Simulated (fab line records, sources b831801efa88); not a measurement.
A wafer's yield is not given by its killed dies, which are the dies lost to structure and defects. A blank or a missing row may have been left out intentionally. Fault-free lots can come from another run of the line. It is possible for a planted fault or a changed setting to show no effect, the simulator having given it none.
Chamber matching -- flow sfq line -- SFQ_TRILAYER_I1_CMP_CMP_046 on cmp-02 has 4 sister chambers
The step polishes SiO2. 8 wafers are shown with their chamber, then 11 later ones without.

## WAFERS, EACH WITH ITS CHAMBER
wafer,chamber,motor current A (A),time to endpoint s (s)
L276.6,3,10.5,206
L280.4,2,10.5,200
L282.1,0,11.8,216
L282.5,1,9.8,228
L287.1,3,10.1,208
L287.5,2,11.5,209
L287.6,1,9.8,219
L288.3,0,11.2,228

## WAFERS WITH NO CHAMBER GIVEN
wafer,motor current A (A),time to endpoint s (s)
L288.4,10.5,226
L288.6,9.7,229
L295.2,10.2,213
L295.5,10.1,228
L295.6,11.4,223
L297.1,11.3,227
L297.2,11.0,225
L297.3,10.3,231
L298.3,10.1,225
L298.4,10.9,211
L298.6,10.4,231

## CHAMBER TAKEN BY EACH
wafer,from the rows above,in truth
L288.4,can't be placed: 1 or 0 or 3 or 2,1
L288.6,1,1
L295.2,can't be placed: 3 or 1 or 2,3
L295.5,1,1
L295.6,0,0
L297.1,0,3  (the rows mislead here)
L297.2,can't be placed: 0 or 1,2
L297.3,can't be placed: 1 or 0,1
L298.3,1,1
L298.4,can't be placed: 2 or 3 or 0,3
L298.6,can't be placed: 1 or 0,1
Placed correctly: 4 of 11. Not placeable from these rows: 6 (in 5, the candidates include the true chamber). Placed wrongly: 1.
How it was worked out, from the rows above alone: a wafer's distance from a chamber is the root of the sum, over the readings, of the square of ((its reading less the chamber's mean) divided by the reading's scatter). If the next closest chamber is less than 2 further off than the closest, the wafer can't be placed; otherwise it belongs to the closest. Each chamber's mean is taken over the wafers shown for it. The scatter is the square root of a quotient: the sum, over the shown wafers, of each reading's squared deviation from its chamber's mean, divided by wafers minus chambers.
